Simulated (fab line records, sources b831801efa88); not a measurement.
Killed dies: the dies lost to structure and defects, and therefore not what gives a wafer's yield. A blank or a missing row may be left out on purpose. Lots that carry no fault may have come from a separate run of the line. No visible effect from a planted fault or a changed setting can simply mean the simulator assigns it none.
fab line records + flow sfqLine
record
- lots=6
- wafers=18
- lastDay=88
route steps=325 shown M2@102 I2@103
lots that met no fault: from a run of the same line without faults
startH: start of the lot's first displayed wafer, in hours after the record's first day + waitH: hours elapsed since this lot's preceding step + " as in the row above + L1.1+2: one row covering several wafers at once + - no value present, or no start provided + * or withheld: withheld + < > ~ a bound
route shown NAME@n: NAME is a module with steps in the file, n the number in the route of the first one + usual: mean and standard deviation over wafers with no fault + same: alike in all rows + chamber/n: place in a boat + sites: per-site readings + _std_site: standard deviation across them + _edge_site: inner sites' mean taken away from outer sites' mean + radiusMm: for every site, how far away it sits from the centre of the wafer + mask NAME#n: copy n + behind: tool/chamber where the wafer was last shaped + hold: cause of the lot's hold/its duration in hours/its outcome + device: which transistor (n, p or np) failed to switch + end of line: the same wafers' tests at the end of the route + a step given without rows: its recipe and nothing more + killed: dies that structure and defects cost at the first sort, which is not the same as the wafer's yield + map: shows each die of a wafer: x if killed, . if not, _ if none is there
set.NAME: the setting the step ran with; set.NAME@STEP: the setting that earlier step ran with + model.NAME: the simulator's own value behind a step, which no gauge read
lots at some steps of the route; a table a step, a row a wafer
services: from which hour (startH, from the record's first day; less than 0 if before it) a tool's chamber was out of use, for how many hours, and why
## steps
# step SFQ_TRILAYER_M2_STRIP_SOLV_CLEAN_062
# recipe
- chemistry=NMP
- tempC=70
- timeS=600
# step SFQ_TRILAYER_I2_DEP_PECVD_063
# recipe
- material=SiO2
- tempC=150
- timeS=111.11
- pressureTorr=2.4
- rfW=183.3
- precursor=SiH4/N2O
- targetThkNm=500
# usual
- heaterPowerW=90/10
- showerheadVppV=844/37
- throttleValvePct=24.9/1.6
# same
- timeS=111.11
| lot.wafer | tool     | chamber | startH | waitH | heaterPowerW | showerheadVppV | throttleValvePct |
|-----------|----------|---------|--------|-------|--------------|----------------|------------------|
| L765.2    | pecvd-04 | 0       | 385.61 | 0.0   | 92           | 915            | 26.0             |
| L765.3    | "        | 1       | "      | "     | 104          | 810            | 25.4             |
| L765.6    | "        | 2       | "      | "     | 101          | 791            | 26.9             |
| L774.2    | pecvd-02 | 0       | 477.29 | 0.0   | 87           | 847            | 25.1             |
| L774.3    | "        | 1       | "      | "     | 84           | 862            | 24.9             |
| L774.6    | "        | 0       | "      | "     | 91           | 852            | 25.3             |
| L781.2    | pecvd-04 | 2       | 568.42 | 0.0   | 104          | 799            | 26.9             |
| L781.3    | "        | 1       | "      | "     | 104          | 823            | 25.6             |
| L781.6    | "        | 0       | "      | "     | 90           | 912            | 26.3             |
| L782.1    | pecvd-01 | 0       | 572.00 | 0.0   | 100          | 838            | 23.4             |
| L782.3    | "        | 1       | "      | "     | 66           | 872            | 23.5             |
| L782.5    | "        | 1       | "      | "     | 70           | 873            | 23.4             |
| L785.2    | pecvd-01 | 2       | 598.40 | 0.0   | 83           | 781            | 22.8             |
| L785.4    | "        | 1       | "      | "     | 79           | 871            | 23.3             |
| L785.5    | "        | 0       | "      | "     | 106          | 832            | 23.5             |
| L786.2    | pecvd-02 | 0       | 611.60 | 0.0   | 79           | 859            | 24.6             |
| L786.5    | "        | 2       | "      | "     | 92           | 854            | 23.9             |
| L786.6    | "        | 1       | "      | "     | 102          | 841            | 22.7             |
# step SFQ_TRILAYER_I2_CMP_CMP_064
# recipe
- material=SiO2
- downForcePsi=3
- platenRpm=60
- padVelocityMS=0.94248
# usual
- headPressurePsi=3.000/0.0061
- motorCurrentA=10.2/0.79
- platenRpm=60.00/0.037
- timeToEndpointS=214/8
| lot.wafer | tool   | chamber | startH | waitH | headPressurePsi | motorCurrentA | platenRpm | timeToEndpointS |
|-----------|--------|---------|--------|-------|-----------------|---------------|-----------|-----------------|
| L765.3    | cmp-01 | 3       | 386.46 | 0.8   | 3.012           | 10.2          | 59.91     | 208             |
| L765.2    | "      | 0       | "      | "     | 3.008           | 8.8           | 60.00     | 213             |
| L765.6    | "      | 3       | 388.46 | 2.8   | 3.001           | 10.5          | 59.97     | 208             |
| L774.2    | cmp-01 | 2       | 481.57 | 4.2   | 2.991           | 10.9          | 60.05     | 212             |
| L774.3    | "      | 3       | "      | "     | 3.000           | 10.8          | 60.02     | 202             |
| L774.6    | "      | 3       | 484.07 | 6.7   | 2.997           | 11.3          | 60.01     | 214             |
| L781.3    | cmp-01 | 0       | 570.66 | 2.2   | 3.004           | 9.1           | 60.02     | 216             |
| L781.2    | "      | 1       | "      | "     | 2.988           | 10.6          | 60.03     | 223             |
| L781.6    | "      | 3       | 572.16 | 3.7   | 3.007           | 10.9          | 60.00     | 220             |
| L782.3    | cmp-01 | 2       | 573.16 | 1.1   | 3.006           | 10.7          | 60.10     | 206             |
| L782.1    | "      | 0       | 574.16 | 2.1   | 3.001           | 9.2           | 60.02     | 219             |
| L782.5    | "      | 2       | 575.16 | 3.1   | 2.996           | 10.1          | 60.03     | 214             |
| L785.2    | cmp-02 | 1       | 599.18 | 0.7   | 3.004           | 9.6           | 59.98     | 211             |
| L785.4    | "      | 3       | 600.18 | 1.7   | 2.999           | 11.0          | 60.04     | 225             |
| L785.5    | "      | 1       | 601.18 | 2.7   | 3.002           | 9.8           | 60.05     | 227             |
| L786.2    | cmp-01 | 2       | 614.67 | 3.0   | 2.992           | 11.1          | 59.96     | 207             |
| L786.6    | "      | 0       | 615.67 | 4.0   | 3.004           | 8.6           | 59.98     | 218             |
| L786.5    | "      | 1       | "      | "     | 2.999           | 11.2          | 59.99     | 227             |
# step SFQ_I2_BOW_MEAS_917
# recipe
- mode=bow
# usual
- I2_BOW=0/7.2
| lot.wafer | tool         | chamber | startH | waitH | I2_BOW[um] |
|-----------|--------------|---------|--------|-------|------------|
| L765.2    | filmMetro-02 | -       | 389.48 | 2.0   | -5         |
| L765.3    | "            | -       | "      | "     | -5         |
| L765.6    | "            | -       | "      | "     | -2         |
| L774.2    | filmMetro-01 | -       | 484.59 | 2.5   | 9          |
| L774.3    | "            | -       | "      | "     | -3         |
| L774.6    | "            | -       | "      | "     | 9          |
| L781.2    | filmMetro-02 | -       | 573.18 | 1.5   | -3         |
| L781.3    | "            | -       | "      | "     | -7         |
| L781.6    | "            | -       | "      | "     | -2         |
| L782.1    | filmMetro-03 | -       | 576.16 | 1.5   | -4         |
| L782.3    | "            | -       | "      | "     | -2         |
| L782.5    | "            | -       | "      | "     | 6          |
| L785.2    | filmMetro-02 | -       | 602.20 | 2.5   | 1          |
| L785.4    | "            | -       | "      | "     | -10        |
| L785.5    | "            | -       | "      | "     | 4          |
| L786.2    | filmMetro-01 | -       | 616.69 | 1.5   | -7         |
| L786.5    | "            | -       | "      | "     | 7          |
| L786.6    | "            | -       | "      | "     | -2         |
# step SFQ_TRILAYER_I2_METRO_MEASURE_065
# usual
- thkNm=199.9/1.1
| lot.wafer | tool         | chamber | startH | waitH | thkNm |
|-----------|--------------|---------|--------|-------|-------|
| L765.2    | filmMetro-02 | -       | 389.78 | 0.3   | 199.0 |
| L765.3    | "            | -       | "      | "     | 198.7 |
| L765.6    | "            | -       | "      | "     | 198.1 |
| L774.2    | filmMetro-01 | -       | 484.89 | 0.3   | 199.3 |
| L774.3    | "            | -       | "      | "     | 198.4 |
| L774.6    | "            | -       | "      | "     | 198.8 |
| L781.2    | filmMetro-02 | -       | 573.48 | 0.3   | 202.7 |
| L781.3    | "            | -       | "      | "     | 202.1 |
| L781.6    | "            | -       | "      | "     | 199.2 |
| L782.1    | filmMetro-03 | -       | 576.28 | 0.1   | 201.2 |
| L782.3    | "            | -       | "      | "     | 198.8 |
| L782.5    | "            | -       | "      | "     | 200.6 |
| L785.2    | filmMetro-02 | -       | 602.50 | 0.3   | 201.7 |
| L785.4    | "            | -       | "      | "     | 200.9 |
| L785.5    | "            | -       | "      | "     | 201.0 |
| L786.2    | filmMetro-01 | -       | 616.99 | 0.3   | 198.1 |
| L786.5    | "            | -       | "      | "     | 199.9 |
| L786.6    | "            | -       | "      | "     | 199.3 |
# step SFQ_TRILAYER_I2_VIA_LITHO_COAT_072
# recipe
- resist=BARC
- spinRpm=3000
- resistThkNm=62
# step SFQ_TRILAYER_I2_VIA_LITHO_COAT_067
# recipe
- resist=KrF
- spinRpm=3000
- resistThkNm=650
# step SFQ_TRILAYER_I2_VIA_LITHO_SOFTBAKE_071
# recipe
- tempC=withheld
- timeS=withheld
- resist=KrF
# step SFQ_TRILAYER_I2_VIA_LITHO_EXPOSE_068
# recipe
- maskId=I2
- na=0.6
- sourceShape=conventional
- sigmaOuter=0.65
- targetCdNm=500
- doseMj=21.3
# step SFQ_TRILAYER_I2_VIA_LITHO_PEB_070
# recipe
- pebTempC=115
- pebTimeS=60
- resist=KrF
# step SFQ_TRILAYER_I2_VIA_LITHO_DEVELOP_069
# recipe
- timeS=60
- resist=KrF
# step SFQ_I2_OVL_MEAS_918
# usual
- I2_OVL=1/5.4
| lot.wafer | tool       | chamber | startH | waitH | I2_OVL[nm] |
|-----------|------------|---------|--------|-------|------------|
| L765.2    | overlay-02 | -       | 536.04 | 0.1   | -3         |
| L765.3    | "          | -       | "      | "     | 0          |
| L765.6    | "          | -       | "      | "     | 3          |
| L774.2    | overlay-02 | -       | 633.34 | 0.1   | -2         |
| L774.3    | "          | -       | "      | "     | -1         |
| L774.6    | "          | -       | "      | "     | 0          |
| L781.2    | overlay-01 | -       | 714.25 | 0.1   | 4          |
| L781.3    | "          | -       | "      | "     | 4          |
| L781.6    | "          | -       | "      | "     | 7          |
| L782.1    | overlay-01 | -       | 719.04 | 0.1   | 10         |
| L782.3    | "          | -       | "      | "     | 7          |
| L782.5    | "          | -       | "      | "     | 12         |
| L785.2    | overlay-01 | -       | 745.45 | 0.1   | -7         |
| L785.4    | "          | -       | "      | "     | -7         |
| L785.5    | "          | -       | "      | "     | -7         |
| L786.2    | overlay-01 | -       | 763.27 | 0.1   | 2          |
| L786.5    | "          | -       | "      | "     | 2          |
| L786.6    | "          | -       | "      | "     | -1         |
# step SFQ_TRILAYER_I2_VIA_BARC_OPEN_VIA_ETCH_096
# recipe
- maskMaterial=PR
- chemistry=O2
- targetDepthNm=125
- target=BARC
- sourceW=500
- biasW=80
- pressureMtorr=30
- timeS=41.7
# usual
- drypumpMotorCurrentA=5.9/0.63
- oesProductAu=0.685/0.0044
# same
- timeS=41.7
| lot.wafer | tool       | chamber | startH | waitH | drypumpMotorCurrentA | oesProductAu | rfHoursCounterH | model.KrF_of_TRILAYER_I2_VIA_LITHO_COAT_067.thkNm |
|-----------|------------|---------|--------|-------|----------------------|--------------|-----------------|---------------------------------------------------|
| L765.2    | rieDiel-03 | 3       | 536.07 | 0.0   | 6.1                  | 0.691        | 70              | 574.2                                             |
| L765.3    | "          | 0       | "      | "     | 4.9                  | 0.686        | 4               | 574.6                                             |
| L765.6    | "          | 3       | "      | "     | 6.1                  | 0.697        | -               | 572.3                                             |
| L774.2    | rieDiel-01 | 0       | 633.37 | 0.0   | 6.0                  | 0.685        | 58              | 575                                               |
| L774.3    | "          | 3       | "      | "     | 5.8                  | 0.687        | 6               | 570.6                                             |
| L774.6    | "          | 3       | "      | "     | 5.8                  | 0.675        | -               | 569.7                                             |
| L781.2    | rieDiel-01 | 0       | 714.28 | 0.0   | 6.0                  | 0.685        | 60              | 573.3                                             |
| L781.3    | "          | 2       | "      | "     | 5.8                  | 0.677        | 7               | 581.9                                             |
| L781.6    | "          | 3       | "      | "     | 5.8                  | 0.689        | -               | 572.7                                             |
| L782.1    | rieDiel-01 | 2       | 719.08 | 0.0   | 5.8                  | 0.682        | 7               | 583.5                                             |
| L782.3    | "          | 0       | "      | "     | 6.0                  | 0.680        | 60              | 574.8                                             |
| L782.5    | "          | 1       | "      | "     | 4.8                  | 0.681        | -               | 573.9                                             |
| L785.2    | rieDiel-03 | 0       | 745.48 | 0.0   | 4.9                  | 0.698        | 9               | 571.4                                             |
| L785.4    | "          | 2       | "      | "     | 5.0                  | 0.685        | 2               | 572.5                                             |
| L785.5    | "          | 3       | "      | "     | 6.0                  | 0.690        | -               | 573.2                                             |
| L786.2    | rieDiel-04 | 1       | 763.30 | 0.0   | 5.2                  | 0.686        | 6               | 572                                               |
| L786.5    | "          | 3       | "      | "     | 6.7                  | 0.682        | -               | 573.4                                             |
| L786.6    | "          | 2       | "      | "     | 6.5                  | 0.684        | -               | 570.9                                             |
# step SFQ_TRILAYER_I2_VIA_ETCH_VIA_ETCH_070
# recipe
- target=SiO2
- stopOn=Nb
- maskMaterial=PR
- taperDeg=20
- chemistry=CHF3
- targetDepthNm=260
- sourceW=500
- biasW=80
- pressureMtorr=30
- timeS=withheld
# usual
- drypumpMotorCurrentA=5.9/0.63
- oesProductAu=0.855/0.005
| lot.wafer | tool       | chamber | startH | waitH | drypumpMotorCurrentA | oesProductAu | model.KrF_of_TRILAYER_I2_VIA_LITHO_COAT_067.thkNm |
|-----------|------------|---------|--------|-------|----------------------|--------------|---------------------------------------------------|
| L765.2    | rieDiel-03 | 3       | 536.11 | 0.0   | 6.1                  | 0.843        | 528.9                                             |
| L765.3    | "          | 0       | "      | "     | 4.9                  | 0.855        | 529.7                                             |
| L765.6    | "          | 3       | "      | "     | 6.1                  | 0.854        | 527.1                                             |
| L774.2    | rieDiel-01 | 0       | 633.41 | 0.0   | 6.0                  | 0.856        | 530.4                                             |
| L774.3    | "          | 3       | "      | "     | 5.8                  | 0.856        | 524.7                                             |
| L774.6    | "          | 3       | "      | "     | 5.8                  | 0.855        | 523.7                                             |
| L781.2    | rieDiel-01 | 0       | 714.32 | 0.0   | 6.0                  | 0.859        | 528.7                                             |
| L781.3    | "          | 2       | "      | "     | 5.8                  | 0.860        | 536.4                                             |
| L781.6    | "          | 3       | "      | "     | 5.8                  | 0.852        | 526.6                                             |
| L782.1    | rieDiel-01 | 2       | 719.12 | 0.0   | 5.8                  | 0.856        | 538.4                                             |
| L782.3    | "          | 0       | "      | "     | 6.0                  | 0.852        | 530.3                                             |
| L782.5    | "          | 1       | "      | "     | 4.8                  | 0.860        | 529.4                                             |
| L785.2    | rieDiel-03 | 0       | 745.52 | 0.0   | 4.9                  | 0.859        | 526.9                                             |
| L785.4    | "          | 2       | "      | "     | 5.0                  | 0.868        | 527.9                                             |
| L785.5    | "          | 3       | "      | "     | 6.0                  | 0.857        | 527.7                                             |
| L786.2    | rieDiel-04 | 1       | 763.34 | 0.0   | 5.2                  | 0.844        | 527.1                                             |
| L786.5    | "          | 3       | "      | "     | 6.7                  | 0.862        | 529.2                                             |
| L786.6    | "          | 2       | "      | "     | 6.4                  | 0.858        | 525.7                                             |
# step SFQ_TRILAYER_I2_VIA_STRIP_STRIP_071
# recipe
- gas=O2
- powerW=200
- platenTempC=40
- overashFraction=0.65
- chemistry=O2
- pressureMtorr=50
# usual
- drypumpMotorCurrentA=5.52/0.24
- oesProductAu=1.002/0.011
| lot.wafer | tool        | chamber | startH | waitH | drypumpMotorCurrentA | oesProductAu | rfHoursCounterH |
|-----------|-------------|---------|--------|-------|----------------------|--------------|-----------------|
| L765.2    | rieMetal-02 | 0       | 536.22 | -     | 5.22                 | 0.993        | 128             |
| L765.3    | "           | 0       | "      | "     | 5.21                 | 0.998        | -               |
| L765.6    | "           | 0       | "      | "     | 5.20                 | 0.994        | -               |
| L774.2    | rieMetal-04 | 0       | 633.52 | -     | 5.58                 | 0.996        | 51              |
| L774.3    | "           | 0       | "      | "     | 5.57                 | 1.001        | -               |
| L774.6    | "           | 1       | "      | "     | 5.58                 | 0.989        | -               |
| L781.2    | rieMetal-03 | 1       | 714.43 | -     | 5.80                 | 1.017        | 117             |
| L781.3    | "           | 1       | "      | "     | 5.79                 | 1.002        | -               |
| L781.6    | "           | 1       | "      | "     | 5.79                 | 1.017        | -               |
| L782.1    | rieMetal-04 | 0       | 719.23 | -     | 5.57                 | 0.998        | 68              |
| L782.3    | "           | 0       | "      | "     | 5.60                 | 1.006        | -               |
| L782.5    | "           | 0       | "      | "     | 5.60                 | 1.008        | -               |
| L785.2    | rieMetal-03 | 1       | 745.63 | -     | 5.80                 | 1.014        | 123             |
| L785.4    | "           | 0       | "      | "     | 5.21                 | 1.015        | -               |
| L785.5    | "           | 1       | "      | "     | 5.82                 | 1.012        | -               |
| L786.2    | rieMetal-04 | 0       | 763.46 | -     | 5.57                 | 0.999        | 78              |
| L786.5    | "           | 1       | "      | "     | 5.58                 | 0.999        | -               |
| L786.6    | "           | 0       | "      | "     | 5.62                 | 1.013        | -               |
## services
| tool         | chamber | startH | hours | kind   |
|--------------|---------|--------|-------|--------|
| rieMetal-04  | -       | 363.28 | 0.5   | repair |
| rieDiel-03   | 2       | 368.84 | 3.5   | repair |
| filmMetro-02 | -       | 388.75 | 0.4   | pm     |
| rieDiel-03   | -       | 407.92 | 2.8   | pm     |
| cmp-01       | -       | 428.46 | 0.5   | repair |
| rieDiel-03   | 2       | 440.21 | 2.8   | repair |
| rieDiel-03   | 3       | 482.19 | 1.2   | repair |
| rieDiel-01   | 3       | 504.28 | 3.9   | repair |
| cmp-01       | -       | 524.39 | 1.4   | repair |
| rieDiel-01   | 2       | 539.74 | 2.4   | repair |
| cmp-01       | -       | 576.16 | 4.0   | pm     |
| rieDiel-03   | 3       | 583.99 | 4.5   | repair |
| rieDiel-03   | 0       | 586.12 | 3.7   | repair |
| rieDiel-01   | 1       | 586.24 | 8.5   | repair |
| cmp-01       | -       | 637.67 | 10.1  | pm     |
| rieDiel-01   | -       | 645.88 | 0.5   | repair |
| cmp-01       | -       | 646.81 | 1.6   | repair |
| rieDiel-03   | 1       | 653.62 | 7.7   | repair |
| rieDiel-01   | 0       | 654.30 | 4.8   | repair |
| cmp-01       | -       | 681.39 | 1.4   | repair |
| rieDiel-01   | 1       | 698.78 | 5.5   | repair |
| cmp-01       | -       | 701.49 | 0.9   | repair |
| rieDiel-03   | 2       | 749.35 | 1.7   | repair |
| rieDiel-03   | 0       | 760.97 | 34.7  | repair |
## key
firstSign none at tools or gauges
modelEffect
- step=SFQ_TRILAYER_I2_VIA_BARC_OPEN_VIA_ETCH_096
- value=KrF_of_TRILAYER_I2_VIA_LITHO_COAT_067.thkNm
- without=573
- struck=582.7
modelEffect
- step=SFQ_TRILAYER_I2_VIA_ETCH_VIA_ETCH_070
- value=KrF_of_TRILAYER_I2_VIA_LITHO_COAT_067.thkNm
- without=527.7
- struck=537.4
metAt SFQ_TRILAYER_I2_VIA_BARC_OPEN_VIA_ETCH_096
struckWafers L781.3,L782.1
fault
- kind=processParameterDrift
- tool=rieDiel-01
- chamber=2
- onsetH=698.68
- steps=SFQ_TRILAYER_I2_VIA_BARC_OPEN_VIA_ETCH_096
- channel=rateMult
- offset=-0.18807
- shape=step
- endH=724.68
